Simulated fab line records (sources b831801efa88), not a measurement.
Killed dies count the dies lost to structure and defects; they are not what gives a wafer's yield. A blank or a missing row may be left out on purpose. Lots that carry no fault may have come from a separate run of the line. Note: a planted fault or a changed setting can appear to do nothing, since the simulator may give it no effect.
fab line records -- flow sky130
record lots=12, wafers=35, last-day=50
route steps=708 shown VIA3@595 METAL4@629 VIA4@645
lots untouched by any fault: they come from a run of this same line in which no faults occurred
start-h: start of the lot's first displayed wafer, in hours after the record's first day -- wait-h: hours elapsed since this lot's preceding step -- " as in the row above -- L1.1+2: several wafers, shown together as one row -- - no value present, or no start provided -- * or withheld: withheld -- < > ~ a bound
route shown NAME@n: names a module that has steps shown in the file, with the first one's number in the route -- usual: the fault-free wafers' mean and standard deviation -- same: alike in all rows -- chamber/n: place in a boat -- sites: readings site by site -- _std_site: standard deviation across them -- _edge_site: mean of outer sites minus mean of inner sites -- radius-mm: for every site, how far away it sits from the centre of the wafer -- mask NAME#n: copy n -- behind: tool/chamber where the wafer was last shaped -- hold: what put the lot on hold/how long, in hours/how the hold closed -- device: whichever transistor did not switch (one of n, p or np) -- end of line: at the end of the route, the tests of the same wafers -- a step without rows: its recipe alone -- killed: count of dies lost to structure and defects at first sort (not the wafer's yield) -- map: per-die view of a wafer (x killed, . not killed, _ where there is no die)
set.NAME: setting as actually run; set.NAME@STEP: the setting as run at that earlier step -- model.NAME: the simulator's own value behind a step, which no gauge read
the route's steps for a sample of lots (tables are steps, rows are wafers)
services: the hour from which a tool's chamber was out of use, counted from the record's first day as start-h (under 0 if before that day), plus the number of hours and why
## steps
# step SKY_VIA3_RS_MEAS_22
# recipe thk-meas-gauge=four-point-probe, reads=W_of_VIA3_CVD_21+TiN_of_VIA3_SPUTTER_20
# usual VIA3_W_RS=0.295/0.0038
lot.wafer,tool,chamber,start-h,wait-h,VIA3_W_RS[ohm/sq]
L280.1,film-metro-04,-,929.44,0.1,0.287
L280.4,film-metro-04,-,929.44,0.1,0.294
L280.6,film-metro-04,-,929.44,0.1,0.290
L282.1,film-metro-01,-,952.52,0.1,0.299
L282.5,film-metro-01,-,952.52,0.1,0.294
L282.6,film-metro-01,-,952.52,0.1,0.298
L283.2,film-metro-04,-,953.25,0.1,0.292
L283.3,film-metro-04,-,953.25,0.1,0.292
L283.4,film-metro-04,-,953.25,0.1,0.293
L284.2,film-metro-04,-,966.68,0.2,0.297
L284.3,film-metro-04,-,966.68,0.2,0.296
L284.5,film-metro-04,-,966.68,0.2,0.300
L289.4,film-metro-02,-,1000.99,0.1,0.294
L289.5,film-metro-02,-,1000.99,0.1,0.298
L290.1,film-metro-01,-,1008.84,0.1,0.297
L290.4,film-metro-01,-,1008.84,0.1,0.291
L290.6,film-metro-01,-,1008.84,0.1,0.298
L292.2,film-metro-02,-,1029.30,0.1,0.296
L292.4,film-metro-02,-,1029.30,0.1,0.296
L292.6,film-metro-02,-,1029.30,0.1,0.296
L294.1,film-metro-04,-,1041.29,0.1,0.299
L294.3,film-metro-04,-,1041.29,0.1,0.295
L294.5,film-metro-04,-,1041.29,0.1,0.290
L295.3,film-metro-04,-,1047.67,0.1,0.300
L295.5,film-metro-04,-,1047.67,0.1,0.299
L295.6,film-metro-04,-,1047.67,0.1,0.299
L300.2,film-metro-04,-,1063.54,0.2,0.290
L300.4,film-metro-04,-,1063.54,0.2,0.291
L300.5,film-metro-04,-,1063.54,0.2,0.291
L299.1,film-metro-04,-,1069.73,0.1,0.290
L299.3,film-metro-04,-,1069.73,0.1,0.292
L299.4,film-metro-04,-,1069.73,0.1,0.291
L302.1,film-metro-02,-,1089.04,0.1,0.292
L302.2,film-metro-02,-,1089.04,0.1,0.290
L302.3,film-metro-02,-,1089.04,0.1,0.296
# step SKY_METAL4_CD_MEAS_13
# recipe target-cd-nm=300
# usual cd-nm=300.8/1.5
lot.wafer,tool,chamber,start-h,wait-h,cd-nm
L280.1,cd-sem-01,-,979.60,-,299.5
L280.4,cd-sem-01,-,979.60,-,301.0
L280.6,cd-sem-01,-,979.60,-,299.8
L282.1,cd-sem-01,-,1002.15,-,297.5
L282.5,cd-sem-01,-,1002.15,-,300.3
L282.6,cd-sem-01,-,1002.15,-,298.3
L283.2,cd-sem-02,-,1002.58,-,300.3
L283.3,cd-sem-02,-,1002.58,-,300.2
L283.4,cd-sem-02,-,1002.58,-,299.2
L284.2,cd-sem-02,-,1014.17,-,300.3
L284.3,cd-sem-02,-,1014.17,-,300.4
L284.5,cd-sem-02,-,1014.17,-,299.2
L289.4,cd-sem-02,-,1047.81,-,299.6
L289.5,cd-sem-02,-,1047.81,-,298.6
L290.1,cd-sem-01,-,1054.87,-,299.2
L290.4,cd-sem-01,-,1054.87,-,299.8
L290.6,cd-sem-01,-,1054.87,-,300.1
L292.2,cd-sem-01,-,1074.33,-,300.0
L292.4,cd-sem-01,-,1074.33,-,300.8
L292.6,cd-sem-01,-,1074.33,-,300.4
L294.1,cd-sem-01,-,1085.70,-,301.3
L294.3,cd-sem-01,-,1085.70,-,302.7
L294.5,cd-sem-01,-,1085.70,-,302.0
L295.3,cd-sem-02,-,1089.89,-,300.9
L295.5,cd-sem-02,-,1089.89,-,300.2
L295.6,cd-sem-02,-,1089.89,-,300.8
L300.2,cd-sem-02,-,1104.92,-,304.0
L300.4,cd-sem-02,-,1104.92,-,302.7
L300.5,cd-sem-02,-,1104.92,-,303.2
L299.1,cd-sem-02,-,1110.45,-,298.5
L299.3,cd-sem-02,-,1110.45,-,298.0
L299.4,cd-sem-02,-,1110.45,-,298.1
L302.1,cd-sem-02,-,1130.47,-,299.4
L302.2,cd-sem-02,-,1130.47,-,300.0
L302.3,cd-sem-02,-,1130.47,-,300.7
# step SKY_VIA4_COAT_06
# recipe resist=NOVOLAK, spin-rpm=3000, resist-thk-nm=1140
lot.wafer,tool,chamber,start-h,wait-h
L280.1+4+6,litho-track-04,0,993.05,0.1
L282.1+5+6,litho-track-03,0,1014.45,0.1
L283.2+3+4,litho-track-02,0,1014.99,0.1
L284.2+3+5,litho-track-02,0,1027.09,0.1
L289.4+5,litho-track-02,0,1059.39,0.1
L290.1+4+6,litho-track-02,0,1067.01,0.1
L292.2+4+6,litho-track-03,0,1086.03,0.1
L294.1+3+5,litho-track-04,0,1097.20,0.1
L295.3+5+6,litho-track-03,0,1101.75,0.1
L300.2+4+5,litho-track-04,0,1116.27,0.1
L299.1+3+4,litho-track-04,0,1121.05,0.1
L302.1+2+3,litho-track-04,0,1140.80,0.1
# step SKY_VIA4_ETCH_12
# recipe target=SiO2, chemistry=C4F8/O2/Ar, stop-on=TiN, mask-material=NOVOLAK, source-w=1500, bias-w=1200, pressure-mtorr=40, c4f8-flow-sccm=withheld, O2_flow_sccm=6, Ar_flow_sccm=300, time-s=withheld, target-depth-a=5800
# usual oes-product-au=0.925/0.005
lot.wafer,tool,chamber,start-h,wait-h,oes-product-au
L280.1,rie-diel-04,2,1004.28,0.0,0.923
L280.4,rie-diel-04,3,1004.28,0.0,0.925
L280.6,rie-diel-04,3,1004.28,0.0,0.926
L282.1,rie-diel-04,2,1026.50,0.0,0.924
L282.5,rie-diel-04,2,1026.50,0.0,0.918
L282.6,rie-diel-04,0,1026.50,0.0,0.925
L283.2,rie-diel-02,0,1026.74,0.0,0.930
L283.3,rie-diel-02,3,1026.74,0.0,0.923
L283.4,rie-diel-02,1,1026.74,0.0,0.923
L284.2,rie-diel-01,2,1037.68,0.0,0.929
L284.3,rie-diel-01,0,1037.68,0.0,0.934
L284.5,rie-diel-01,2,1037.68,0.0,0.932
L289.4,rie-diel-04,3,1070.54,0.0,0.923
L289.5,rie-diel-04,2,1070.54,0.0,0.925
L290.1,rie-diel-02,3,1077.59,0.0,0.927
L290.4,rie-diel-02,0,1077.59,0.0,0.929
L290.6,rie-diel-02,2,1077.59,0.0,0.925
L292.2,rie-diel-04,0,1096.25,0.0,0.926
L292.4,rie-diel-04,3,1096.25,0.0,0.922
L292.6,rie-diel-04,1,1096.25,0.0,0.936
L294.1,rie-diel-04,2,1107.68,0.0,0.930
L294.3,rie-diel-04,3,1107.68,0.0,0.927
L294.5,rie-diel-04,1,1107.68,0.0,0.927
L295.3,rie-diel-04,2,1111.80,0.0,0.925
L295.5,rie-diel-04,1,1111.80,0.0,0.935
L295.6,rie-diel-04,0,1111.80,0.0,0.922
L300.2,rie-diel-01,0,1126.29,0.0,0.920
L300.4,rie-diel-01,3,1126.29,0.0,0.929
L300.5,rie-diel-01,3,1126.29,0.0,0.921
L299.1,rie-diel-01,3,1131.50,0.0,0.920
L299.3,rie-diel-01,0,1131.50,0.0,0.932
L299.4,rie-diel-01,1,1131.50,0.0,0.929
L302.1,rie-diel-02,2,1150.08,0.0,0.921
L302.2,rie-diel-02,1,1150.08,0.0,0.925
L302.3,rie-diel-02,0,1150.08,0.0,0.928
# step SKY_VIA4_STRIP_13
# recipe chemistry=O2/N2, power-w=1400, pressure-mtorr=1500, platen-temp-c=withheld, o2-flow-sccm=3000, n2-flow-sccm=300, overash-fraction=0.5
# usual drypump-motor-current-A=5.9/0.37, oes-product-au=0.710/0.0041, strip-time-to-endpoint-s=12.797/0.03
lot.wafer,tool,chamber,start-h,wait-h,drypump-motor-current-A,oes-product-au,rf-hours-counter-h,strip-time-to-endpoint-s
L280.1,plasma-asher-04,0,1004.36,-,5.4,0.711,117,12.793
L280.4,plasma-asher-04,1,1004.36,-,6.3,0.714,-,12.731
L280.6,plasma-asher-04,1,1004.36,-,6.4,0.710,-,12.767
L282.1,plasma-asher-02,0,1026.57,-,6.1,0.709,58,12.822
L282.5,plasma-asher-02,1,1026.57,-,5.6,0.706,-,12.759
L282.6,plasma-asher-02,0,1026.57,-,6.1,0.711,-,12.844
L283.2,plasma-asher-02,0,1026.81,-,6.1,0.716,59,12.777
L283.3,plasma-asher-02,1,1026.81,-,5.6,0.714,-,12.783
L283.4,plasma-asher-02,0,1026.81,-,6.1,0.707,-,12.819
L284.2,plasma-asher-04,1,1037.76,-,6.3,0.709,120,12.800
L284.3,plasma-asher-04,0,1037.76,-,5.4,0.709,-,12.824
L284.5,plasma-asher-04,1,1037.76,-,6.3,0.708,-,12.796
L289.4,plasma-asher-03,1,1070.64,-,6.1,0.706,-,11.585
L289.5,plasma-asher-03,0,1070.64,-,5.5,0.711,-,11.620
L290.1,plasma-asher-02,1,1077.66,-,5.6,0.703,64,11.522
L290.4,plasma-asher-02,0,1077.66,-,6.1,0.701,-,11.566
L290.6,plasma-asher-02,0,1077.66,-,6.1,0.707,-,11.607
L292.2,plasma-asher-03,0,1096.32,-,5.6,0.705,35,12.831
L292.4,plasma-asher-03,1,1096.32,-,6.1,0.703,-,12.822
L292.6,plasma-asher-03,0,1096.32,-,5.6,0.700,-,12.828
L294.1,plasma-asher-04,0,1107.76,-,5.4,0.711,3,12.833
L294.3,plasma-asher-04,0,1107.76,-,5.5,0.710,-,12.814
L294.5,plasma-asher-04,0,1107.76,-,5.4,0.712,-,12.832
L295.3,plasma-asher-04,0,1111.91,-,5.4,0.709,-,12.760
L295.5,plasma-asher-04,1,1111.91,-,6.3,0.703,-,12.803
L295.6,plasma-asher-04,0,1111.91,-,5.4,0.706,-,12.837
L300.2,plasma-asher-03,0,1126.36,-,5.6,0.705,38,12.840
L300.4,plasma-asher-03,0,1126.36,-,5.6,0.714,-,12.741
L300.5,plasma-asher-03,0,1126.36,-,5.6,0.712,-,12.786
L299.1,plasma-asher-03,0,1131.57,-,5.5,0.707,38,12.797
L299.3,plasma-asher-03,1,1131.57,-,6.1,0.717,-,12.796
L299.4,plasma-asher-03,0,1131.57,-,5.6,0.710,-,12.825
L302.1,plasma-asher-04,1,1150.16,-,6.3,0.708,8,12.774
L302.2,plasma-asher-04,0,1150.16,-,5.4,0.705,8,12.828
L302.3,plasma-asher-04,1,1150.16,-,6.3,0.711,-,12.837
## services
tool,chamber,start-h,hours,kind
plasma-asher-04,-,991.64,1.3,repair
rie-diel-02,0,992.54,2.4,repair
rie-diel-02,3,1006.26,4.6,repair
rie-diel-02,2,1007.23,3.2,repair
rie-diel-04,1,1017.73,36.8,repair
rie-diel-01,2,1045.43,4.3,repair
plasma-asher-04,-,1048.52,1.3,repair
plasma-asher-04,-,1055.16,8.6,repair
plasma-asher-04,-,1063.76,9.0,pm
plasma-asher-04,0,1063.76,9.0,vent-cycle
plasma-asher-04,1,1063.76,9.0,vent-cycle
rie-diel-01,-,1070.07,0.9,repair
plasma-asher-04,0,1072.76,-,clean
plasma-asher-04,1,1072.76,-,clean
rie-diel-01,0,1077.18,3.7,repair
rie-diel-01,1,1108.35,2.4,repair
rie-diel-02,2,1126.08,11.8,repair
plasma-asher-03,-,1144.17,0.6,repair
rie-diel-04,3,1146.16,9.7,repair
rie-diel-01,1,1147.58,8.5,repair
## key
first-sign step=SKY_VIA4_STRIP_13, reading=strip-time-to-endpoint-s, direction=down, sigmas=41, usual=*, struck=*
effect none on later readings
met-at SKY_VIA4_COAT_06
struck-lots L289,L290
not-acting-at SKY_VIA3_RS_MEAS_22,SKY_METAL4_CD_MEAS_13,SKY_VIA4_ETCH_12
onset-between 1027.09 1059.39
fault kind=process-parameter-drift, tool=litho-track-02, chamber=-, onset-h=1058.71, steps=SKY_VIA4_COAT_06, channel=resist-thk-nm, offset=-105.65, shape=step, end-h=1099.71, acts-in=these-recipes-only, stated=1140
